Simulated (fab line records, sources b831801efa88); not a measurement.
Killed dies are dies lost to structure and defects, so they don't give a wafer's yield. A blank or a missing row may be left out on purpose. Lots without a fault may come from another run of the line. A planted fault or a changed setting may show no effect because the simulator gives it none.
fab line records | flow sky130
record lots=5 wafers=15 last_day=50
route steps=708 shown VIA2@512 METAL3@532 CAPM@537
lots that met no fault: from a run of the same line without faults
start_h: hours from the record's first day to the start of the lot's first wafer shown | wait_h: hours since the lot's step before | " the same as in the row above | L1.1+2: a row that stands for several wafers | - no value, or no start given | * or withheld: withheld | < > ~ a bound
route shown NAME@n: a module of which the file shows steps, and the number in the route of the first | usual: mean/standard deviation of fault-free wafers | same: alike in all rows | chamber/n: place in a boat | sites: the reading at each site | _std_site: their standard deviation | _edge_site: outer sites' mean less inner sites' | radius_mm: how far each site lies from the wafer's centre | mask NAME#n: copy n | behind: the tool/chamber that last shaped the wafer | hold: why the lot was held/for how many hours/how that ended | device: the transistor (n, p or np) that didn't switch | end of line: the same wafers' tests at the end of the route | a step without rows: its recipe alone | killed: dies lost to structure and defects at the first sort, not the wafer's yield | map: a wafer's dies, x killed, . not, _ none there
set.NAME: the setting as run; set.NAME@STEP: as run at that earlier step | model.NAME: the simulator's own value behind a step, which no gauge read
lots at some steps of the route; a table a step, a row a wafer
services: from which hour (start_h, from the record's first day; less than 0 if before it) a tool's chamber was out of use, for how many hours, and why
## steps
# step SKY_VIA2_HMDS_05
# recipe prime_time_s=60 prime_temp_c=120
# same prime_time_s=60
# columns lot.wafer tool chamber start_h wait_h
L080.1+5+6 litho_track-02 0 889.21 0.1
L086.1+2+3 litho_track-03 0 932.13 0.1
L088.1+2+5 litho_track-01 0 936.80 0.1
L090.1+4+5 litho_track-02 0 951.06 0.1
L096.1+5+6 litho_track-01 0 995.00 0.1
# step SKY_VIA2_COAT_06
# recipe resist=BARC temp_c=withheld time_s=withheld spin_rpm=3000 resist_thk_nm=60
# columns lot.wafer tool chamber start_h wait_h
L080.1+5+6 litho_track-02 0 889.36 0.1
L086.1+2+3 litho_track-03 0 932.28 0.1
L088.1+2+5 litho_track-01 0 936.95 0.1
L090.1+4+5 litho_track-02 0 951.21 0.1
L096.1+5+6 litho_track-01 0 995.15 0.1
# step SKY_VIA2_COAT_07
# recipe resist=KrF-thick spin_rpm=3000 resist_thk_nm=450
# columns lot.wafer tool chamber start_h wait_h
L080.1+5+6 litho_track-02 0 - -
L086.1+2+3 litho_track-03 0 - -
L088.1+2+5 litho_track-01 0 - -
L090.1+4+5 litho_track-02 0 - -
L096.1+5+6 litho_track-01 0 - -
# step SKY_VIA2_SOFTBAKE_08
# recipe temp_c=100 time_s=90 resist=KrF-thick
# usual plate_temp_C=99.97/0.13
# columns lot.wafer tool chamber start_h wait_h plate_temp_C
L080.1 litho_track-02 0 - - 99.92
L080.5 " 0 " " 99.99
L080.6 " 0 " " 100.02
L086.1 litho_track-03 0 - - 100.01
L086.2 " 0 " " 99.89
L086.3 " 0 " " 100.06
L088.1 litho_track-01 0 - - 99.97
L088.2 " 0 " " 99.89
L088.5 " 0 " " 100.14
L090.1 litho_track-02 0 - - 99.80
L090.4 " 0 " " 99.99
L090.5 " 0 " " 100.04
L096.1 litho_track-01 0 - - 100.19
L096.5 " 0 " " 99.97
L096.6 " 0 " " 99.98
# step SKY_VIA2_EXPOSE_09
# recipe mask_id=VIM2 na=0.8 source_shape=annular sigma_inner=0.55 sigma_outer=0.85 target_cd_nm=200 dose_mj=38
# columns lot.wafer tool chamber start_h wait_h mask
L080.1+5+6 krf_scanner-01 0 - - VIM2#0
L086.1+2+3 krf_scanner-02 0 - - VIM2#0
L088.1+2+5 krf_scanner-02 0 - - VIM2#0
L090.1+4+5 krf_scanner-02 0 - - VIM2#0
L096.1+5+6 krf_scanner-01 0 - - VIM2#0
# step SKY_VIA2_PEB_10
# recipe peb_temp_c=withheld peb_time_s=withheld resist=KrF-thick
# columns lot.wafer tool chamber start_h wait_h
L080.1+5+6 litho_track-03 0 - -
L086.1+2+3 litho_track-02 0 - -
L088.1+2+5 litho_track-01 0 - -
L090.1+4+5 litho_track-02 0 - -
L096.1+5+6 litho_track-01 0 - -
# step SKY_VIA2_DEVELOP_11
# recipe develop_time_s=60 resist=KrF-thick dev_temp_c=21
# columns lot.wafer tool chamber start_h wait_h
L080.1+5+6 litho_track-03 0 - -
L086.1+2+3 litho_track-02 0 - -
L088.1+2+5 litho_track-01 0 - -
L090.1+4+5 litho_track-02 0 - -
L096.1+5+6 litho_track-01 0 - -
# step SKY_VIA2_CD_MEAS_12
# recipe target_cd_nm=200
# usual cd_nm=199.8/1.3
# columns lot.wafer tool chamber start_h wait_h cd_nm
L080.1 cd_sem-02 - 902.93 - 199.8
L080.5 " - " " 198.6
L080.6 " - " " 198.9
L086.1 cd_sem-01 - 944.51 - 199.5
L086.2 " - " " 199.1
L086.3 " - " " 199.8
L088.1 cd_sem-02 - 948.85 - 201.1
L088.2 " - " " 201.4
L088.5 " - " " 200.8
L090.1 cd_sem-02 - 963.96 - 199.2
L090.4 " - " " 200.4
L090.5 " - " " 198.6
L096.1 cd_sem-01 - 1007.35 - 199.4
L096.5 " - " " 198.2
L096.6 " - " " 199.2
# step SKY_VIA2_OVL_MEAS_13
# usual VIA2_OVL=0/6.1
# columns lot.wafer tool chamber start_h wait_h VIA2_OVL[nm]
L080.1 overlay-02 - 903.05 0.1 0
L080.5 " - " " 3
L080.6 " - " " -1
L086.1 overlay-02 - 944.63 0.1 15
L086.2 " - " " 7
L086.3 " - " " 11
L088.1 overlay-01 - 948.97 0.1 -6
L088.2 " - " " 8
L088.5 " - " " 2
L090.1 overlay-02 - 964.08 0.1 -12
L090.4 " - " " -7
L090.5 " - " " -5
L096.1 overlay-02 - 1007.47 0.1 -4
L096.5 " - " " -6
L096.6 " - " " -3
# step SKY_VIA2_ETCH_14
# recipe chemistry=N2/H2 target=BARC ion_energy_ev=200 source_w=500 bias_w=100 pressure_mtorr=30 n2_flow_sccm=100 h2_flow_sccm=200 stop_on=SiO2 time_s=45.9 target_depth_a=600
# usual drypump_motor_current_A=5.9/0.38 h2_flow_sccm=200.0/0.57 oes_product_au=0.855/0.0046 throttle_valve_pct=13.227/0.0096
# columns lot.wafer tool chamber start_h wait_h drypump_motor_current_A h2_flow_sccm oes_product_au rf_hours_counter_h throttle_valve_pct
L080.1 rie_diel-04 3 903.09 0.0 6.0 199.2 0.850 20 13.216
L080.5 " 2 " " 5.4 199.8 0.855 - 13.229
L080.6 " 3 " " 6.0 199.8 0.857 - 13.214
L086.1 rie_diel-02 2 944.67 0.0 5.9 199.3 0.854 3 13.226
L086.2 " 1 " " 6.1 199.9 0.857 9 13.222
L086.3 " 3 " " 6.5 199.6 0.852 17 13.237
L088.1 rie_diel-02 2 949.00 0.0 5.9 201.1 0.856 3 13.224
L088.2 " 3 " " 6.5 200.6 0.846 17 13.232
L088.5 " 0 " " 6.3 200.2 0.849 - 13.243
L090.1 rie_diel-04 2 964.12 0.0 5.4 200.6 0.852 16 13.213
L090.4 " 3 " " 6.0 200.3 0.852 21 13.236
L090.5 " 0 " " 5.7 199.1 0.850 - 13.238
L096.1 rie_diel-02 3 1007.50 0.0 6.5 201.2 0.857 19 13.226
L096.5 " 1 " " 6.1 199.4 0.857 - 13.213
L096.6 " 2 " " 5.9 200.1 0.850 - 13.213
# step SKY_VIA2_ETCH_15
# recipe target=SiO2 chemistry=C4F8/O2/Ar target_depth_nm=546 stop_on=TiN mask_material=KrF-thick source_w=1500 bias_w=1200 pressure_mtorr=40 c4f8_flow_sccm=withheld O2_flow_sccm=6 Ar_flow_sccm=300 time_s=84
# usual oes_product_au=0.939/0.0052
# columns lot.wafer tool chamber start_h wait_h oes_product_au
L080.1 rie_diel-04 3 903.13 0.0 0.932
L080.5 " 2 " " 0.942
L080.6 " 3 " " 0.935
L086.1 rie_diel-02 2 944.71 0.0 0.939
L086.2 " 1 " " 0.935
L086.3 " 3 " " 0.947
L088.1 rie_diel-02 2 949.05 0.0 0.942
L088.2 " 3 " " 0.938
L088.5 " 0 " " 0.947
L090.1 rie_diel-04 2 964.16 0.0 0.945
L090.4 " 3 " " 0.937
L090.5 " 0 " " 0.944
L096.1 rie_diel-02 3 1007.55 0.0 0.937
L096.5 " 1 " " 0.935
L096.6 " 2 " " 0.943
# step SKY_VIA2_STRIP_16
# recipe chemistry=O2/N2 power_w=1400 pressure_mtorr=1500 platen_temp_c=withheld o2_flow_sccm=3000 n2_flow_sccm=300 overash_fraction=0.5
# usual drypump_motor_current_A=5.7/0.53 oes_product_au=0.399/0.0043 strip_time_to_endpoint_s=4.075/0.029
# columns lot.wafer tool chamber start_h wait_h drypump_motor_current_A oes_product_au rf_hours_counter_h strip_time_to_endpoint_s
L080.1 plasma_asher-04 0 903.19 0.0 4.9 0.402 82 4.094
L080.5 " 0 " " 4.8 0.403 - 4.101
L080.6 " 1 " " 6.2 0.401 - 4.126
L086.1 plasma_asher-04 0 944.77 0.0 4.8 0.405 86 4.071
L086.2 " 1 " " 6.2 0.397 86 4.089
L086.3 " 1 " " 6.2 0.392 - 4.077
L088.1 plasma_asher-01 0 949.11 0.0 5.2 0.399 108 4.096
L088.2 " 1 " " 6.3 0.403 108 4.080
L088.5 " 1 " " 6.3 0.400 - 4.065
L090.1 plasma_asher-04 0 964.22 0.0 4.9 0.397 88 4.094
L090.4 " 0 " " 4.9 0.401 - 4.087
L090.5 " 0 " " 4.9 0.395 - 4.074
L096.1 plasma_asher-04 1 1007.61 0.0 6.2 0.389 90 4.059
L096.5 " 1 " " 6.2 0.400 - 4.075
L096.6 " 0 " " 4.9 0.401 - 4.037
# step SKY_VIA2_STRIP_17
# recipe chemistry=post_etch_residue_remover time_s=1200 temp_c=72.5
# columns lot.wafer tool chamber start_h wait_h
L080.1+5+6 wet_bench-01 3 903.29 0.1
L086.1+2+3 wet_bench-01 0 944.87 0.1
L088.1+2+5 wet_bench-03 1 949.21 0.1
L090.1+4+5 wet_bench-04 1 964.32 0.1
L096.1+5+6 wet_bench-03 3 1007.71 0.1
# step SKY_VIA2_CLEAN_18
# recipe chemistry=IPA time_s=180 temp_c=25
# columns lot.wafer tool chamber start_h wait_h
L080.1+5+6 wet_bench-04 1 903.64 0.0
L086.1+2+3 wet_bench-03 0 945.56 0.0
L088.1+2+5 wet_bench-04 2 949.55 0.0
L090.1+4+5 wet_bench-01 1 964.78 0.1
L096.1+5+6 wet_bench-01 1 1008.05 0.0
# step SKY_VIA2_CLEAN_19
# recipe chemistry=O3/DIW dry=n2_spin
# columns lot.wafer tool chamber start_h wait_h
L080.1+5+6 wet_bench-03 1 903.70 0.0
L086.1+2+3 wet_bench-01 3 945.61 0.0
L088.1+2+5 wet_bench-01 3 949.61 0.0
L090.1+4+5 wet_bench-01 3 964.84 0.0
L096.1+5+6 wet_bench-03 0 1008.11 0.0
# step SKY_VIA2_SPUTTER_20
# recipe material=TiN target_thk_nm=20 chamber_pressure_pa=5 power_w=4000 time_s=80
# usual chamber_pressure_pa=5.000/0.012 throttle_valve_pct=30.1/1
# columns lot.wafer tool chamber start_h wait_h chamber_pressure_pa throttle_valve_pct
L080.1 pvd_sputter-02 - 903.79 0.0 4.997 28.6
L080.5 " - " " 4.988 30.9
L080.6 " - " " 4.994 30.6
L086.1 pvd_sputter-02 - 945.80 0.0 4.992 30.9
L086.2 " - " " 4.980 28.6
L086.3 " - " " 4.990 30.7
L088.1 pvd_sputter-02 - 949.70 0.0 5.000 29.1
L088.2 " - " " 4.968 31.0
L088.5 " - " " 4.975 31.1
L090.1 pvd_sputter-01 - 964.93 0.0 4.994 29.9
L090.4 " - " " 5.006 30.5
L090.5 " - " " 4.995 30.7
L096.1 pvd_sputter-02 - 1008.21 0.0 5.004 28.7
L096.5 " - " " 4.995 28.7
L096.6 " - " " 4.991 31.3
# step SKY_VIA2_CVD_21
# recipe material=W target_thk_nm=420 time_s=126.4 temp_c=400 pressure_torr=40
# usual heater_power_w=804/50 susceptor_temp_C=399.93/0.23
# columns lot.wafer tool chamber start_h wait_h heater_power_w since_wet_clean_h susceptor_temp_C
L080.1 cvd_w-01 1 903.85 0.0 799 500 399.93
L080.5 " 0 " " 765 - 399.69
L080.6 " 1 " " 779 - 399.98
L086.1 cvd_w-02 1 945.86 0.0 784 28 400.33
L086.2 " 0 " " 891 28 399.82
L086.3 " 1 " " 810 - 400.13
L088.1 cvd_w-01 0 949.76 0.0 758 546 399.79
L088.2 " 1 " " 776 546 400.20
L088.5 " 1 " " 767 - 399.87
L090.1 cvd_w-02 0 964.99 0.0 873 47 399.76
L090.4 " 1 " " 807 - 399.80
L090.5 " 1 " " 792 - 399.46
L096.1 cvd_w-01 1 1008.27 0.0 794 604 400.11
L096.5 " 1 " " 783 - 399.64
L096.6 " 0 " " 775 - 400.06
# step SKY_VIA2_RS_MEAS_22
# recipe thk_meas_gauge=four-point-probe reads=W_of_VIA2_CVD_21+TiN_of_VIA2_SPUTTER_20
# usual VIA2_W_RS=0.274/0.0037
# columns lot.wafer tool chamber start_h wait_h VIA2_W_RS[ohm/sq]
L080.1 film_metro-01 - 903.98 0.1 0.272
L080.5 " - " " 0.273
L080.6 " - " " 0.272
L086.1 film_metro-03 - 945.99 0.1 0.283
L086.2 " - " " 0.277
L086.3 " - " " 0.281
L088.1 film_metro-04 - 949.89 0.1 0.273
L088.2 " - " " 0.270
L088.5 " - " " 0.271
L090.1 film_metro-01 - 965.12 0.1 0.276
L090.4 " - " " 0.280
L090.5 " - " " 0.277
L096.1 film_metro-04 - 1008.40 0.1 0.271
L096.5 " - " " 0.268
L096.6 " - " " 0.269
# step SKY_VIA2_THK_MEAS_23
# recipe thk_meas_gauge=xrf reads=W_of_VIA2_CVD_21
# usual VIA2_W_THK=422/7.2
# columns lot.wafer tool chamber start_h wait_h VIA2_W_THK[nm]
L080.1 film_metro-01 - 904.10 0.1 418
L080.5 " - " " 416
L080.6 " - " " 421
L086.1 film_metro-03 - 946.11 0.1 412
L086.2 " - " " 420
L086.3 " - " " 416
L088.1 film_metro-04 - 950.01 0.1 420
L088.2 " - " " 426
L088.5 " - " " 424
L090.1 film_metro-01 - 965.24 0.1 419
L090.4 " - " " 414
L090.5 " - " " 417
L096.1 film_metro-04 - 1008.52 0.1 430
L096.5 " - " " 435
L096.6 " - " " 427
# step SKY_VIA2_CMP_24
# recipe stop_on=SiO2 t_overpolish_s=20 down_force_psi=3.5 platen_rpm=60 target_thk_nm=0 pad_velocity_m_s=0.94248
# usual motor_current_A=11.8/0.95 overpolish_run_s=20.000/0.0093 time_to_endpoint_s=98/4.5
# columns lot.wafer tool chamber start_h wait_h motor_current_A overpolish_run_s time_to_endpoint_s
L080.1 cmp-01 3 904.21 0.1 12.2 19.993 105
L080.6 " 2 " " 12.7 20.024 104
L080.5 " 3 " " 12.4 19.996 104
L086.2 cmp-02 3 946.22 0.1 12.2 19.990 97
L086.1 " 0 " " 10.2 20.011 92
L086.3 " 1 " " 10.2 19.989 94
L088.2 cmp-01 2 950.07 0.0 12.5 20.001 103
L088.1 " 3 " " 12.6 20.018 100
L088.5 " 2 " " 12.6 20.010 102
L090.4 cmp-02 1 965.30 0.0 9.4 20.006 97
L090.1 " 2 " " 11.9 19.998 102
L090.5 " 2 " " 12.5 19.996 101
L096.1 cmp-02 0 1008.58 0.1 10.1 20.008 95
L096.5 " 0 " " 10.9 20.007 95
L096.6 " 1 " " 10.1 19.990 97
# step SKY_METAL3_SPUTTER_00
# recipe material=Ti target_thk_nm=15 power_w=3000 time_s=10 chamber_pressure_pa=0.4
# usual chamber_pressure_pa=0.3999/0.00082 throttle_valve_pct=30.1/1.2
# columns lot.wafer tool chamber start_h wait_h chamber_pressure_pa throttle_valve_pct
L080.1 pvd_sputter-02 - 904.46 0.2 0.3985 31.1
L080.5 " - " " 0.3994 28.5
L080.6 " - " " 0.3982 30.4
L086.1 pvd_sputter-02 - 946.47 0.1 0.3997 31.1
L086.2 " - " " 0.4004 28.6
L086.3 " - " " 0.4008 30.3
L088.1 pvd_sputter-03 - 950.37 0.2 0.3989 29.8
L088.2 " - " " 0.4013 28.9
L088.5 " - " " 0.4000 30.7
L090.1 pvd_sputter-04 - 965.60 0.2 0.4004 31.3
L090.4 " - " " 0.3998 28.1
L090.5 " - " " 0.4004 31.3
L096.1 pvd_sputter-04 - 1008.88 0.2 0.4012 31.7
L096.5 " - " " 0.4011 31.6
L096.6 " - " " 0.3998 28.7
# step SKY_METAL3_SPUTTER_01
# recipe material=TiN target_thk_nm=20 power_w=6500 time_s=16.7 chamber_pressure_pa=0.4
# usual chamber_pressure_pa=0.4000/0.00087 throttle_valve_pct=30.1/1.2
# columns lot.wafer tool chamber start_h wait_h chamber_pressure_pa throttle_valve_pct
L080.1 pvd_sputter-02 - 904.49 0.0 0.4006 31.1
L080.5 " - " " 0.4011 28.7
L080.6 " - " " 0.3991 30.4
L086.1 pvd_sputter-02 - 946.49 0.0 0.3994 30.8
L086.2 " - " " 0.4016 28.7
L086.3 " - " " 0.3986 30.8
L088.1 pvd_sputter-03 - 950.39 0.0 0.4021 29.9
L088.2 " - " " 0.4007 28.5
L088.5 " - " " 0.4015 30.9
L090.1 pvd_sputter-04 - 965.63 0.0 0.4004 31.4
L090.4 " - " " 0.3999 28.3
L090.5 " - " " 0.4004 31.4
L096.1 pvd_sputter-04 - 1008.90 0.0 0.3998 31.2
L096.5 " - " " 0.4008 31.4
L096.6 " - " " 0.4012 28.7
# step SKY_METAL3_SPUTTER_02
# recipe material=AlCu target_thk_nm=735 power_w=10600 time_s=39.1 chamber_pressure_pa=0.4
# usual chamber_pressure_pa=0.4000/0.00075 throttle_valve_pct=30.1/1.2
# columns lot.wafer tool chamber start_h wait_h chamber_pressure_pa throttle_valve_pct
L080.1 pvd_sputter-02 - 904.51 0.0 0.4013 30.8
L080.5 " - " " 0.4003 28.8
L080.6 " - " " 0.3995 30.4
L086.1 pvd_sputter-02 - 946.52 0.0 0.3999 30.8
L086.2 " - " " 0.4001 29.0
L086.3 " - " " 0.3996 30.6
L088.1 pvd_sputter-03 - 950.42 0.0 0.4005 30.0
L088.2 " - " " 0.3992 28.7
L088.5 " - " " 0.4002 30.9
L090.1 pvd_sputter-04 - 965.65 0.0 0.4002 31.2
L090.4 " - " " 0.3992 28.1
L090.5 " - " " 0.4007 31.3
L096.1 pvd_sputter-04 - 1008.93 0.0 0.4002 31.4
L096.5 " - " " 0.3998 31.7
L096.6 " - " " 0.4000 28.7
# step SKY_METAL3_SPUTTER_03
# recipe material=Ti target_thk_nm=5 power_w=3000 time_s=3.3 chamber_pressure_pa=0.4
# usual chamber_pressure_pa=0.4001/0.00077 throttle_valve_pct=30.1/1.2
# columns lot.wafer tool chamber start_h wait_h chamber_pressure_pa throttle_valve_pct
L080.1 pvd_sputter-02 - 904.55 0.0 0.4002 31.1
L080.5 " - " " 0.4011 28.6
L080.6 " - " " 0.4008 30.4
L086.1 pvd_sputter-02 - 946.56 0.0 0.4000 31.0
L086.2 " - " " 0.4014 28.8
L086.3 " - " " 0.4002 30.7
L088.1 pvd_sputter-03 - 950.46 0.0 0.3999 29.7
L088.2 " - " " 0.4005 28.9
L088.5 " - " " 0.4002 30.8
L090.1 pvd_sputter-04 - 965.69 0.0 0.4003 31.3
L090.4 " - " " 0.3997 28.3
L090.5 " - " " 0.4003 31.4
L096.1 pvd_sputter-04 - 1008.96 0.0 0.4006 31.3
L096.5 " - " " 0.3993 31.6
L096.6 " - " " 0.4010 28.9
# step SKY_METAL3_SPUTTER_04
# recipe material=TiN target_thk_nm=70 power_w=6500 time_s=58.3 chamber_pressure_pa=0.4
# usual chamber_pressure_pa=0.3999/0.00079 throttle_valve_pct=30.1/1.2
# columns lot.wafer tool chamber start_h wait_h chamber_pressure_pa throttle_valve_pct
L080.1 pvd_sputter-02 - 904.57 0.0 0.3991 30.8
L080.5 " - " " 0.3990 28.8
L080.6 " - " " 0.3988 30.3
L086.1 pvd_sputter-02 - 946.57 0.0 0.3988 30.8
L086.2 " - " " 0.3993 28.5
L086.3 " - " " 0.3992 30.4
L088.1 pvd_sputter-03 - 950.48 0.0 0.3999 29.9
L088.2 " - " " 0.3980 28.6
L088.5 " - " " 0.4002 30.8
L090.1 pvd_sputter-04 - 965.71 0.0 0.4013 31.5
L090.4 " - " " 0.3992 28.4
L090.5 " - " " 0.4007 31.4
L096.1 pvd_sputter-04 - 1008.98 0.0 0.4014 31.4
L096.5 " - " " 0.4007 31.4
L096.6 " - " " 0.3997 28.9
# step SKY_CAPM_CVD_00
# recipe material=SiO2 target_thk_nm=15.5 temp_c=400 time_s=withheld rf_w=450
# usual heater_power_w=706/78 susceptor_temp_C=399.98/0.23
# columns lot.wafer tool chamber start_h wait_h heater_power_w susceptor_temp_C
L080.1 pecvd-04 1 904.62 0.0 718 400.03
L080.5 " 2 " " 632 399.86
L080.6 " 1 " " 584 400.14
L086.1 pecvd-03 2 946.62 0.0 781 399.90
L086.2 " 1 " " 802 399.88
L086.3 " 0 " " 596 400.50
L088.1 pecvd-02 1 950.53 0.0 628 400.02
L088.2 " 0 " " 632 400.02
L088.5 " 1 " " 645 400.15
L090.1 pecvd-03 0 965.76 0.0 646 400.34
L090.4 " 2 " " 788 400.20
L090.5 " 1 " " 803 399.92
L096.1 pecvd-02 1 1009.03 0.0 651 400.12
L096.5 " 1 " " 667 400.10
L096.6 " 0 " " 625 400.02
# step SKY_CAPM_THK_MEAS_01
# recipe reads=SiO2_of_CAPM_CVD_00
# usual CAPM_CVD_00_THK=15.51/0.25
# columns lot.wafer tool chamber start_h wait_h CAPM_CVD_00_THK[nm]
L080.1 film_metro-02 - 904.64 - 15.82
L080.5 " - " " 16.01
L080.6 " - " " 15.92
L086.1 film_metro-04 - 946.64 - 15.14
L086.2 " - " " 15.55
L086.3 " - " " 15.57
L088.1 film_metro-04 - 950.55 - 15.32
L088.2 " - " " 15.50
L088.5 " - " " 15.60
L090.1 film_metro-04 - 965.78 - 15.53
L090.4 " - " " 15.48
L090.5 " - " " 15.66
L096.1 film_metro-02 - 1009.05 - 15.43
L096.5 " - " " 15.53
L096.6 " - " " 15.63
# step SKY_CAPM_SPUTTER_02
# recipe material=TiN target_thk_nm=200 temp_c=300 power_w=6500 time_s=166.7 chamber_pressure_pa=0.4
# usual chamber_pressure_pa=0.4000/0.00075 susceptor_temp_C=299.98/0.19 throttle_valve_pct=29.9/1.2
# columns lot.wafer tool chamber start_h wait_h chamber_pressure_pa susceptor_temp_C throttle_valve_pct
L080.1 pvd_sputter-04 - 904.70 0.1 0.3994 299.77 31.3
L080.5 " - " " 0.4006 300.13 31.4
L080.6 " - " " 0.4003 300.17 28.2
L086.1 pvd_sputter-04 - 946.70 0.1 0.4004 300.01 31.3
L086.2 " - " " 0.4012 299.87 28.8
L086.3 " - " " 0.4010 300.15 28.4
L088.1 pvd_sputter-02 - 950.61 0.1 0.3998 300.00 30.9
L088.2 " - " " 0.3990 300.08 28.7
L088.5 " - " " 0.3997 299.89 30.6
L090.1 pvd_sputter-02 - 965.84 0.1 0.3990 299.53 30.8
L090.4 " - " " 0.4004 300.00 30.7
L090.5 " - " " 0.4010 299.96 30.7
L096.1 pvd_sputter-02 - 1009.11 0.1 0.3989 299.91 30.4
L096.5 " - " " 0.4001 299.76 28.6
L096.6 " - " " 0.3995 300.22 30.9
# step SKY_CAPM_RS_MEAS_03
# recipe thk_meas_gauge=four-point-probe reads=TiN_of_CAPM_SPUTTER_02
# usual CAPM_TIN_RS=6.91/0.079
# columns lot.wafer tool chamber start_h wait_h CAPM_TIN_RS[ohm/sq]
L080.1 film_metro-03 - 904.81 0.1 6.91
L080.5 " - " " 6.97
L080.6 " - " " 6.99
L086.1 film_metro-02 - 946.81 0.1 6.94
L086.2 " - " " 6.87
L086.3 " - " " 6.97
L088.1 film_metro-02 - 950.72 0.1 6.91
L088.2 " - " " 6.88
L088.5 " - " " 6.83
L090.1 film_metro-04 - 965.95 0.1 7.07
L090.4 " - " " 7.10
L090.5 " - " " 7.11
L096.1 film_metro-04 - 1009.22 0.1 6.82
L096.5 " - " " 6.93
L096.6 " - " " 7.01
# step SKY_CAPM_THK_MEAS_04
# recipe thk_meas_gauge=xrf reads=TiN_of_CAPM_SPUTTER_02
# usual CAPM_TIN_THK=200.0/2.5
# columns lot.wafer tool chamber start_h wait_h CAPM_TIN_THK[nm]
L080.1 film_metro-03 - 904.93 0.1 199.8
L080.5 " - " " 198.1
L080.6 " - " " 196.7
L086.1 film_metro-02 - 946.93 0.1 199.7
L086.2 " - " " 203.0
L086.3 " - " " 199.5
L088.1 film_metro-02 - 950.84 0.1 200.4
L088.2 " - " " 203.2
L088.5 " - " " 203.4
L090.1 film_metro-04 - 966.07 0.1 194.2
L090.4 " - " " 194.4
L090.5 " - " " 194.4
L096.1 film_metro-04 - 1009.34 0.1 201.0
L096.5 " - " " 198.6
L096.6 " - " " 195.7
# step SKY_CAPM_DEHYDRATE_05
# recipe temp_c=200 time_s=60
# usual plate_temp_C=200.05/0.16
# columns lot.wafer tool chamber start_h wait_h plate_temp_C
L080.1 litho_track-01 0 915.95 11.0 199.80
L080.5 " 0 " " 199.90
L080.6 " 0 " " 200.15
L086.1 litho_track-04 0 958.73 11.8 200.00
L086.2 " 0 " " 200.05
L086.3 " 0 " " 200.09
L088.1 litho_track-03 0 962.58 11.7 200.25
L088.2 " 0 " " 200.25
L088.5 " 0 " " 200.46
L090.1 litho_track-03 0 976.98 10.9 200.26
L090.4 " 0 " " 200.24
L090.5 " 0 " " 200.11
L096.1 litho_track-03 0 1019.98 10.6 200.09
L096.5 " 0 " " 199.99
L096.6 " 0 " " 199.99
# step SKY_CAPM_HMDS_06
# recipe prime_time_s=60 prime_temp_c=120
# same prime_time_s=60
# columns lot.wafer tool chamber start_h wait_h
L080.1+5+6 litho_track-01 0 916.10 0.1
L086.1+2+3 litho_track-04 0 958.88 0.1
L088.1+2+5 litho_track-03 0 962.73 0.1
L090.1+4+5 litho_track-03 0 977.13 0.1
L096.1+5+6 litho_track-03 0 1020.13 0.1
# step SKY_CAPM_COAT_07
# recipe resist=NOVOLAK spin_rpm=3000 resist_thk_nm=1140
# columns lot.wafer tool chamber start_h wait_h
L080.1+5+6 litho_track-01 0 916.25 0.1
L086.1+2+3 litho_track-04 0 959.03 0.1
L088.1+2+5 litho_track-03 0 962.88 0.1
L090.1+4+5 litho_track-03 0 977.28 0.1
L096.1+5+6 litho_track-03 0 1020.28 0.1
# step SKY_CAPM_SOFTBAKE_08
# recipe temp_c=90 time_s=60 resist=NOVOLAK
# usual plate_temp_C=90.02/0.12
# columns lot.wafer tool chamber start_h wait_h plate_temp_C
L080.1 litho_track-01 0 916.40 0.1 89.95
L080.5 " 0 " " 89.93
L080.6 " 0 " " 90.14
L086.1 litho_track-04 0 959.18 0.1 90.04
L086.2 " 0 " " 90.21
L086.3 " 0 " " 89.95
L088.1 litho_track-03 0 963.03 0.1 90.06
L088.2 " 0 " " 90.11
L088.5 " 0 " " 90.02
L090.1 litho_track-03 0 977.43 0.1 90.00
L090.4 " 0 " " 89.95
L090.5 " 0 " " 90.03
L096.1 litho_track-03 0 1020.43 0.1 90.01
L096.5 " 0 " " 89.85
L096.6 " 0 " " 89.73
# step SKY_CAPM_EXPOSE_09
# recipe mask_id=CAPM na=0.6 source_shape=conventional sigma_outer=0.6 polarization=unpolarized target_cd_nm=1000 dose_mj=159
# columns lot.wafer tool chamber start_h wait_h mask
L080.1+5+6 iline_stepper-02 0 - - CAPM#0
L086.1+2+3 iline_stepper-01 0 - - CAPM#0
L088.1+2+5 iline_stepper-02 0 - - CAPM#0
L090.1+4+5 iline_stepper-01 0 - - CAPM#0
L096.1+5+6 iline_stepper-02 0 - - CAPM#0
# step SKY_CAPM_PEB_10
# recipe temp_c=withheld time_s=* resist=NOVOLAK
# columns lot.wafer tool chamber start_h wait_h
L080.1+5+6 litho_track-03 0 - -
L086.1+2+3 litho_track-04 0 - -
L088.1+2+5 litho_track-01 0 - -
L090.1+4+5 litho_track-04 0 - -
L096.1+5+6 litho_track-03 0 - -
# step SKY_CAPM_DEVELOP_11
# recipe resist=NOVOLAK developer=TMAH develop_time_s=60 dev_temp_c=23
# columns lot.wafer tool chamber start_h wait_h
L080.1+5+6 litho_track-03 0 928.53 0.1
L086.1+2+3 litho_track-04 0 970.73 0.1
L088.1+2+5 litho_track-01 0 974.70 0.1
L090.1+4+5 litho_track-04 0 989.03 0.1
L096.1+5+6 litho_track-03 0 1031.38 0.1
# step SKY_CAPM_OVL_MEAS_12
# usual CAPM_OVL=-0.1/1.5
# columns lot.wafer tool chamber start_h wait_h CAPM_OVL[nm]
L080.1 overlay-01 - 928.68 0.1 -1.6
L080.5 " - " " -3.1
L080.6 " - " " -2.1
L086.1 overlay-02 - 970.88 0.1 1.0
L086.2 " - " " -0.2
L086.3 " - " " 0.2
L088.1 overlay-02 - 974.85 0.1 0.0
L088.2 " - " " -0.2
L088.5 " - " " -0.6
L090.1 overlay-02 - 989.18 0.1 -1.9
L090.4 " - " " 0.1
L090.5 " - " " -0.4
L096.1 overlay-02 - 1031.53 0.1 2.4
L096.5 " - " " 2.5
L096.6 " - " " 2.7
## services
# columns tool chamber start_h hours kind
cmp-02 - 867.97 5.5 pm
cvd_w-01 1 881.65 16.4 repair
pvd_sputter-02 - 883.96 8.4 repair
rie_diel-02 - 887.58 0.7 repair
pvd_sputter-03 - 889.65 2.6 repair
pvd_sputter-03 - 919.19 7.1 repair
krf_scanner-02 - 921.82 1.3 pm
rie_diel-04 3 926.03 1.3 repair
wet_bench-04 - 929.49 7.6 repair
cmp-02 - 937.50 2.1 repair
rie_diel-04 - 939.02 0.7 repair
pvd_sputter-03 - 941.96 1.0 repair
pvd_sputter-03 - 945.83 4.2 repair
krf_scanner-02 - 953.54 1.0 pm
krf_scanner-02 - 956.47 0.3 repair
cvd_w-01 1 962.51 17.1 repair
plasma_asher-04 - 971.54 20.2 pm
rie_diel-04 3 972.65 1.2 repair
rie_diel-04 1 976.89 3.0 repair
wet_bench-03 - 978.81 1.0 repair
plasma_asher-04 - 991.74 2.8 pm
pvd_sputter-03 - 999.96 16.8 repair
rie_diel-02 1 1025.30 1.9 repair
plasma_asher-04 - 1025.45 9.0 repair
## key
fault none
